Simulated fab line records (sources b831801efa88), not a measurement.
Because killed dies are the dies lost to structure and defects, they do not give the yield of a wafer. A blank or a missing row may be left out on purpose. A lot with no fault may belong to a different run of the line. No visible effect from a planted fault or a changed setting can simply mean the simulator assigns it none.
Matching of chambers    flow gf180mcu    GF_V3_CMP_26 on cmp-01 has 4 sister chambers
The step polishes, stops on SiO2, t overpolish 15 s, target thk 0 nm. 8 wafers are shown with their chamber, then 12 later ones without.

== WAFERS PAIRED WITH THEIR CHAMBERS ==
wafer   chamber  motor-current-A (A)  time-to-endpoint-s (s)
L079.5  1        10.2                 78
L080.2  2        13.1                 81
L082.4  1        9.9                  78
L083.4  3        14.1                 78
L083.6  3        14.1                 82
L088.2  0        10.3                 77
L088.3  2        13.7                 83
L088.6  0        10.4                 77

== WAFERS WITHOUT THEIR CHAMBER ==
wafer   motor-current-A (A)  time-to-endpoint-s (s)
L089.2  13.0                 82
L089.3  9.5                  76
L089.6  10.2                 77
L094.1  10.5                 77
L094.2  13.9                 80
L094.3  10.5                 75
L096.2  10.0                 79
L096.4  14.0                 76
L096.5  13.8                 79
L097.1  10.4                 73
L097.4  13.8                 78
L097.5  9.9                  77

== EACH ONE'S CHAMBER ==
wafer   from the rows above      in truth
L089.2  2                        2
L089.3  can't be placed: 1 or 0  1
L089.6  can't be placed: 0 or 1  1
L094.1  can't be placed: 0 or 1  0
L094.2  can't be placed: 3 or 2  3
L094.3  can't be placed: 0 or 1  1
L096.2  can't be placed: 1 or 0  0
L096.4  can't be placed: 3 or 2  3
L096.5  can't be placed: 3 or 2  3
L097.1  can't be placed: 0 or 1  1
L097.4  can't be placed: 3 or 2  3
L097.5  can't be placed: 1 or 0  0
Correct placement for 1 of the 12. These rows do not allow placing 11 (true chamber among the candidates in 11). 0 placed wrongly.
How it was worked out, from the rows above alone: a wafer's distance from a chamber is the root of the sum, over the readings, of the square of ((its reading less the chamber's mean) divided by the reading's scatter). The wafer belongs to the nearest chamber; if the next one is less than 2 further off, it can't be placed. Each chamber's mean is taken over the wafers shown for it. The scatter is the square root of a quotient: the sum, over the shown wafers, of each reading's squared deviation from its chamber's mean, divided by wafers minus chambers.
